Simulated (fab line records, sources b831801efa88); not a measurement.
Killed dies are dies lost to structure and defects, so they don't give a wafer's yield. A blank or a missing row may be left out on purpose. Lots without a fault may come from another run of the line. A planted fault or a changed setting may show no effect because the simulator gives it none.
Chamber matching | flow gf180mcu | GF_V2_CVD_02 on pecvd-04: 3 sister chambers
The step deposits SiO2 from TEOS, target thk 850 nm, time 94.851 s. 6 wafers are shown with their chamber, then 10 later ones without.

WAFERS WITH THEIR CHAMBER
wafer  | chamber | heater_power_w (W)
L080.5 | 0       | 695
L081.1 | 1       | 768
L081.4 | 1       | 818
L081.6 | 2       | 804
L087.1 | 2       | 786
L087.3 | 0       | 630

WAFERS WITHOUT THEIR CHAMBER
wafer  | heater_power_w (W)
L087.4 | 680
L088.1 | 639
L088.2 | 648
L088.3 | 572
L090.2 | 703
L090.3 | 752
L090.5 | 788
L092.2 | 783
L092.3 | 600
L092.6 | 755

WHICH CHAMBER EACH WENT THROUGH
wafer  | from the rows above          | in truth
L087.4 | 0                            | 0
L088.1 | 0                            | 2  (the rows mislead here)
L088.2 | 0                            | 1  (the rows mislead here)
L088.3 | 0                            | 0
L090.2 | can't be placed: 0 or 1 or 2 | 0
L090.3 | can't be placed: 1 or 2 or 0 | 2
L090.5 | can't be placed: 1 or 2      | 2
L092.2 | can't be placed: 1 or 2      | 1
L092.3 | 0                            | 0
L092.6 | can't be placed: 1 or 2 or 0 | 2
Placed correctly: 3 of 10. Can't be placed from these rows: 5 (the true chamber is among the candidates in 5). Placed wrongly: 2.
How it was worked out, from the rows above alone: a wafer's distance from a chamber is the root of the sum, over the readings, of the square of ((its reading less the chamber's mean) divided by the reading's scatter). The wafer belongs to the nearest chamber; if the next one is less than 2 further off, it can't be placed. A chamber's mean is the mean of its shown wafers. The scatter: the root of (the sum of the squares of (reading less its chamber's mean) over the shown wafers, divided by (wafers less chambers)).
